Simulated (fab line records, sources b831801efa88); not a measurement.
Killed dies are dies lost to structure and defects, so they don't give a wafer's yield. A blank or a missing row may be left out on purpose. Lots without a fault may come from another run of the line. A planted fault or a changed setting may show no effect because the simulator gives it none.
One fault seen from 2 desks | flow sky130 | each desk has only its own numbers; what lay behind them comes last

THE METROLOGY DESK
What the gauges read, lot by lot, whatever tool the lot ran on: means of the sampled wafers that have a number. A lot is out of limits, marked OUT, if its mean lies more than 4 standard deviations from the usual mean; the brackets give that distance.
Columns: A = METAL5_ALCU_THK at SKY_METAL5_THK_MEAS_06, usual 1142 nm
lot  | first seen here | A
L234 | day 43 07:17    | 1157
L235 | day 43 16:51    | 1153
L236 | day 43 20:03    | 1135
L238 | day 45 08:08    | 1152
L243 | day 46 10:35    | 1157
L241 | day 46 15:07    | 1134
L245 | day 47 01:14    | 1130
L246 | day 47 10:43    | 1142
L247 | day 47 14:07    | 1129
L249 | day 47 18:30    | 1140
L255 | day 48 14:40    | 1112
L254 | day 48 16:32    | 1112
This desk's finding: nothing out of limits on any of the 12 lots.

THE TOOL OWNER'S DESK: rie_metal-02
The tool's own readings at SKY_METAL1_ETCH_18 (etches BARC in N2/H2, stops on SiO2, time 45.9 s, target depth 60 nm): means of the sampled wafers that have a number, for each lot that ran on this tool. A lot is out of limits, marked OUT, if its mean lies more than 4 standard deviations from the usual mean; the brackets give that distance.
Columns: A = drypump_motor_current_A at SKY_METAL1_ETCH_18, usual 5.87 A; B = he_backside_leak_sccm at SKY_METAL1_ETCH_18, usual 3.26 sccm; C = oes_product_au at SKY_METAL1_ETCH_18, usual 0.854 a.u.; D = throttle_valve_pct at SKY_METAL1_ETCH_18, usual 13.224 %
lot  | first seen here | A    | B    | C     | D
L235 | day 33 16:43    | 5.84 | 3.30 | 0.849 | 13.210
L236 | day 33 18:36    | 5.89 | 3.24 | 0.853 | 13.224
L238 | day 35 14:59    | 5.81 | 3.16 | 0.858 | 13.224
L243 | day 37 00:08    | 5.88 | 3.35 | 0.852 | 13.227
L245 | day 37 18:26    | 5.89 | 3.33 | 0.855 | 13.219
L246 | day 38 04:41    | 5.89 | 3.46 | 0.850 | 13.223
L249 | day 38 15:28    | 5.87 | 3.20 | 0.851 | 13.223
This desk's finding: nothing out of limits on any of the 7 lots.

PUT TOGETHER
The metrology desk saw nothing out of limits.
The tool owner's desk saw nothing out of limits.

WHAT THE SIMULATOR HAD PUT IN
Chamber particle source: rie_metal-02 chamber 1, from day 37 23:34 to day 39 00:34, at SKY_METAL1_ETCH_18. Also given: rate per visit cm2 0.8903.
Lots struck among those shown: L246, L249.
